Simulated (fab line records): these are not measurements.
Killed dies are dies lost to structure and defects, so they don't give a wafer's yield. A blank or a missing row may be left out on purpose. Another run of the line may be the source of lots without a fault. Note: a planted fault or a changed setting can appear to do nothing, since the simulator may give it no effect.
fab line records	flow sky130	part 2 of 2: steps 5 to 6 of 6
record lots=23	wafers=69	last-day=50
route steps=708 shown POLY_GATE@236 LDD_LDN@301 CONTACT@425 METAL3@565 VIA4@660 METAL5@677
lots that met no fault: taken from a fault-free run of the same line
start-h: start of the lot's first displayed wafer, in hours after the record's first day	wait-h: how many hours have passed since the lot's step before this one	" as in the row above	L1.1+2: a single row standing in for several wafers	- no value present, or no start provided	* or withheld: withheld	< > ~ a bound
route shown NAME@n: names a module that has steps shown in the file, with the first one's number in the route	usual: mean and standard deviation over wafers with no fault	same: alike in all rows	chamber/n: place in a boat	sites: the reading at each site	_std_site: the standard deviation of these	_edge_site: the outer-site mean with the inner-site mean subtracted	radius-mm: for every site, how far away it sits from the centre of the wafer	mask NAME#n: copy n	behind: the most recent tool/chamber to have shaped the wafer	hold: reason for holding the lot/hours on hold/outcome of the hold	device: transistor that didn't switch, given as n, p or np	end of line: tests run on the same wafers once the route is complete	step lacking rows: just its recipe	killed: count of dies lost to structure and defects at first sort (not the wafer's yield)	map: dies across one wafer; x = killed, . = not, _ = none there
set.NAME: the run value of the setting; set.NAME@STEP: its run value at that earlier step	model.NAME: the simulator's own value behind a step, which no gauge read
one table for each step of the route and one row for each wafer, over a sample of lots
services: when a tool's chamber went out of use (start-h, in hours from the record's first day, below 0 if earlier), for how many hours, and the reason
## steps
# step SKY_VIA4_CMP_21
# recipe stop-on=SiO2	t-overpolish-s=25	down-force-psi=3.5	platen-rpm=60	target-thk-nm=0	pad-velocity-m-s=0.94248
# usual motor-current-A=11.1/1.7	overpolish-run-s=24.999/0.0095	slurry-flow-ml-min=150.0/0.47	time-to-endpoint-s=122/5.7
lot.wafer	tool	chamber	start-h	wait-h	motor-current-A	overpolish-run-s	slurry-flow-ml-min	time-to-endpoint-s
L075.4	cmp-02	0	993.44	0.0	9.5	24.988	149.9	135
L075.2	"	2	"	"	10.8	25.010	149.2	126
L075.5	"	1	"	"	8.3	25.004	149.8	138
L074.2	cmp-01	0	998.29	0.1	12.4	24.998	149.8	115
L074.3	"	2	"	"	10.4	25.012	150.3	116
L074.5	"	0	"	"	11.9	25.006	150.2	117
L076.4	cmp-02	3	1012.46	0.1	14.6	24.997	150.2	126
L076.1	"	1	"	"	9.1	24.991	150.2	128
L076.5	"	3	"	"	14.7	24.994	150.0	126
L077.1	cmp-02	0	1027.65	0.4	9.5	25.001	150.2	127
L077.3	"	2	"	"	11.2	25.008	149.0	121
L077.2	"	3	"	"	14.2	25.004	150.5	120
L078.1	cmp-02	3	1036.73	0.1	13.8	24.995	150.4	121
L078.3	"	0	"	"	9.6	24.981	150.2	123
L078.6	"	1	"	"	9.0	25.010	150.6	125
L080.2	cmp-02	2	1041.78	0.2	11.3	25.004	150.1	116
L080.5	"	3	"	"	14.6	25.019	150.2	127
L080.6	"	0	"	"	9.3	25.015	150.7	125
L079.3	cmp-01	2	1043.90	0.1	10.9	24.981	149.5	112
L079.6	"	1	"	"	11.1	25.002	149.9	116
L079.5	"	2	"	"	10.0	25.008	149.9	111
L081.2	cmp-01	1	1049.43	0.1	10.4	25.001	148.9	120
L081.4	"	3	"	"	11.9	24.997	150.6	116
L081.6	"	1	"	"	11.1	25.001	149.6	118
L082.1	cmp-01	3	1053.56	0.1	11.6	24.991	150.5	111
L082.3	"	1	"	"	10.4	25.001	150.0	119
L082.2	"	2	"	"	10.1	24.983	149.6	113
L083.1	cmp-01	2	1063.92	0.3	11.0	24.985	149.9	119
L083.4	"	0	"	"	11.9	24.996	150.1	116
L083.5	"	2	"	"	10.2	24.992	150.1	116
L084.4	cmp-01	1	1072.16	0.1	11.0	25.005	149.8	122
L084.2	"	2	"	"	10.5	25.023	150.3	119
L084.5	"	0	"	"	13.2	24.995	150.2	128
L085.3	cmp-02	0	1074.66	0.0	10.0	24.991	150.1	126
L085.4	"	1	"	"	8.1	24.994	149.8	128
L085.5	"	1	"	"	8.7	24.990	149.1	127
L086.4	cmp-01	3	1084.45	0.0	11.8	25.002	150.6	119
L086.1	"	0	"	"	13.0	24.989	150.5	124
L086.2	"	2	"	"	10.7	24.996	149.4	121
L087.4	cmp-02	0	1087.30	0.0	9.7	25.002	149.9	129
L087.5	"	0	"	"	9.5	24.987	150.0	125
L087.6	"	1	"	"	8.7	25.005	149.8	126
L088.1	cmp-02	3	1091.25	0.1	14.9	25.016	149.6	130
L088.6	"	3	"	"	13.6	24.995	149.6	130
L088.5	"	0	"	"	9.4	24.998	149.6	126
L089.2	cmp-01	3	1093.49	0.2	12.1	24.996	149.9	119
L089.4	"	0	"	"	11.7	24.994	149.8	127
L089.5	"	1	"	"	10.4	25.008	149.7	129
L090.1	cmp-02	1	1100.60	0.1	8.4	24.999	149.8	125
L090.2	"	2	"	"	11.5	25.005	150.5	114
L090.6	"	3	"	"	14.6	24.991	150.9	122
L091.1	cmp-02	1	1106.61	0.1	8.4	24.998	150.0	128
L091.3	"	2	"	"	11.6	25.013	149.2	118
L091.5	"	1	"	"	8.6	25.010	149.6	128
L092.3	cmp-01	0	1117.80	0.0	12.4	24.999	148.5	124
L092.4	"	1	"	"	11.0	25.009	149.6	125
L092.2	"	3	"	"	12.2	25.003	150.0	121
L095.2	cmp-02	2	1138.41	0.3	11.4	24.997	150.2	119
L095.5	"	2	"	"	11.0	25.004	149.9	123
L095.6	"	3	"	"	14.6	24.995	150.0	123
L096.1	cmp-02	2	1139.71	0.1	11.6	24.996	149.7	118
L096.3	"	1	"	"	8.8	25.012	150.1	121
L096.5	"	3	"	"	14.9	25.000	150.2	124
L094.4	cmp-02	2	1141.26	0.5	11.4	25.002	150.4	118
L094.1	"	0	"	"	9.6	24.993	150.6	125
L094.5	"	2	"	"	11.1	25.000	150.2	114
L097.3	cmp-01	3	1144.66	0.1	12.2	24.990	150.2	120
L097.2	"	0	"	"	12.5	25.001	151.0	120
L097.5	"	3	"	"	11.5	24.979	149.4	118
# step SKY_METAL5_STRIP_16
# recipe chemistry=O2/N2	power-w=1400	pressure-mtorr=1500	platen-temp-c=withheld	o2-flow-sccm=3000	n2-flow-sccm=300	overash-fraction=0.5
# usual chamber-pressure-mTorr=1499.9/1.4	drypump-motor-current-A=5.8/0.47	oes-product-au=0.711/0.0044	strip-time-to-endpoint-s=13.18/0.14
lot.wafer	tool	chamber	start-h	wait-h	chamber-pressure-mTorr	drypump-motor-current-A	oes-product-au	rf-hours-counter-h	strip-time-to-endpoint-s
L075.2	plasma-asher-02	1	1016.77	0.2	1499.8	5.8	0.708	29	13.07
L075.4	"	1	"	"	1495.8	5.8	0.708	-	13.20
L075.5	"	0	"	"	1500.8	5.7	0.709	-	13.11
L074.2	plasma-asher-04	1	1021.69	0.2	1499.0	5.4	0.710	120	13.26
L074.3	"	0	"	"	1499.7	6.6	0.708	-	13.26
L074.5	"	0	"	"	1502.3	6.6	0.715	-	13.09
L076.1	plasma-asher-04	0	1035.31	0.4	1499.0	6.6	0.711	121	13.03
L076.4	"	1	"	"	1500.7	5.4	0.716	-	12.97
L076.5	"	1	"	"	1498.2	5.4	0.708	-	12.99
L077.1	plasma-asher-02	1	1050.57	0.2	1498.4	5.8	0.710	32	13.36
L077.2	"	0	"	"	1500.2	5.7	0.706	32	13.17
L077.3	"	0	"	"	1501.3	5.7	0.706	-	13.20
L078.1	plasma-asher-02	1	1059.70	0.4	1499.6	5.8	0.715	33	13.43
L078.3	"	1	"	"	1501.8	5.8	0.706	-	13.36
L078.6	"	1	"	"	1497.6	5.8	0.712	-	13.30
L080.2	plasma-asher-02	0	1064.20	0.3	1502.2	5.7	0.714	34	13.24
L080.5	"	0	"	"	1501.6	5.7	0.709	-	13.16
L080.6	"	1	"	"	1501.0	5.8	0.715	-	13.20
L079.3	plasma-asher-02	0	1066.02	0.1	1500.7	5.7	0.719	-	13.24
L079.5	"	0	"	"	1499.4	5.7	0.713	-	13.17
L079.6	"	1	"	"	1500.1	5.8	0.709	-	13.30
L081.2	plasma-asher-02	0	1071.57	0.2	1499.1	5.7	0.715	34	13.19
L081.4	"	1	"	"	1500.8	5.8	0.709	-	13.10
L081.6	"	0	"	"	1501.7	5.7	0.707	-	13.27
L082.1	plasma-asher-03	0	1074.97	0.2	1501.4	6.1	0.709	90	13.28
L082.2	"	1	"	"	1501.9	5.1	0.717	90	13.15
L082.3	"	1	"	"	1499.1	5.1	0.703	-	13.40
L083.1	plasma-asher-02	0	1084.93	0.2	1499.2	5.7	0.716	36	13.01
L083.4	"	0	"	"	1499.4	5.7	0.712	-	13.18
L083.5	"	0	"	"	1499.2	5.7	0.715	-	13.10
L084.2	plasma-asher-04	0	1092.83	0.2	1498.6	6.6	0.715	3	13.35
L084.4	"	1	"	"	1499.2	5.4	0.708	-	13.24
L084.5	"	1	"	"	1500.2	5.4	0.709	-	13.35
L085.3	plasma-asher-04	0	1095.32	0.1	1500.2	6.6	0.716	-	12.96
L085.4	"	1	"	"	1498.8	5.4	0.719	-	13.08
L085.5	"	1	"	"	1501.6	5.4	0.703	-	13.03
L086.1	plasma-asher-03	1	1105.67	0.2	1499.0	5.1	0.708	92	13.09
L086.2	"	0	"	"	1499.9	6.1	0.714	92	13.09
L086.4	"	1	"	"	1496.4	5.1	0.716	-	13.02
L087.4	plasma-asher-03	0	1108.18	0.2	1500.5	6.1	0.702	-	13.22
L087.5	"	1	"	"	1499.5	5.1	0.707	-	13.28
L087.6	"	0	"	"	1497.7	6.1	0.714	-	13.15
L088.1	plasma-asher-04	1	1111.44	0.2	1499.4	5.4	0.713	4	13.28
L088.5	"	0	"	"	1498.4	6.6	0.706	-	13.23
L088.6	"	1	"	"	1500.8	5.4	0.707	-	13.03
L089.2	plasma-asher-04	0	1114.53	0.2	1501.7	6.6	0.707	5	13.10
L089.4	"	0	"	"	1498.3	6.6	0.718	-	12.97
L089.5	"	0	"	"	1497.6	6.6	0.712	-	12.89
L090.1	plasma-asher-03	1	1121.03	0.2	1499.2	5.1	0.715	94	13.02
L090.2	"	0	"	"	1501.4	6.1	0.717	94	12.99
L090.6	"	0	"	"	1499.9	6.1	0.722	-	13.10
L091.1	plasma-asher-04	1	1126.99	0.2	1502.7	5.4	0.708	6	13.15
L091.3	"	0	"	"	1499.7	6.6	0.716	-	13.10
L091.5	"	0	"	"	1499.5	6.6	0.717	-	13.16
L092.2	plasma-asher-02	0	1137.62	0.2	1499.9	5.7	0.709	41	13.33
L092.3	"	0	"	"	1500.1	5.7	0.709	-	13.49
L092.4	"	1	"	"	1504.1	5.8	0.711	-	13.33
L095.2	plasma-asher-03	1	1156.78	0.2	1500.9	5.1	0.713	97	13.42
L095.5	"	1	"	"	1499.5	5.1	0.710	-	13.43
L095.6	"	0	"	"	1498.9	6.1	0.717	-	13.52
L096.1	plasma-asher-04	0	1157.89	0.2	1499.6	6.6	0.708	9	13.16
L096.3	"	1	"	"	1500.7	5.4	0.712	-	13.22
L096.5	"	0	"	"	1500.7	6.6	0.708	-	13.17
L094.1	plasma-asher-02	0	1159.24	0.2	1502.3	5.7	0.710	43	13.31
L094.4	"	1	"	"	1499.3	5.8	0.714	-	13.47
L094.5	"	1	"	"	1501.9	5.8	0.707	-	13.42
L097.2	plasma-asher-04	1	1162.87	0.2	1499.6	5.4	0.703	10	13.06
L097.3	"	0	"	"	1501.9	6.7	0.708	-	13.10
L097.5	"	1	"	"	1500.6	5.4	0.705	-	13.23
## services
tool	chamber	start-h	hours	kind
cmp-02	-	492.57	5.5	pm
plasma-asher-02	-	514.95	0.7	repair
cmp-02	-	540.26	1.2	repair
cmp-02	-	561.45	7.9	pm
cmp-02	-	572.29	4.0	pm
cmp-02	-	588.71	0.6	repair
cmp-02	-	631.75	7.5	repair
cmp-02	-	645.85	0.3	repair
plasma-asher-02	-	691.70	0.6	repair
cmp-02	-	719.46	2.6	repair
plasma-asher-02	-	733.75	9.0	pm
plasma-asher-01	-	760.57	2.8	pm
plasma-asher-01	-	788.99	1.2	repair
plasma-asher-01	-	819.43	2.3	repair
cmp-02	-	843.07	4.3	repair
cmp-02	-	861.57	3.0	pm
plasma-asher-04	-	903.55	5.6	repair
cmp-02	-	912.29	4.0	pm
cmp-02	-	951.09	0.5	repair
cmp-02	-	962.98	4.2	repair
plasma-asher-04	-	983.88	2.8	pm
cmp-02	-	1005.00	1.9	repair
plasma-asher-04	-	1055.34	9.0	pm
plasma-asher-01	-	1099.29	0.6	repair
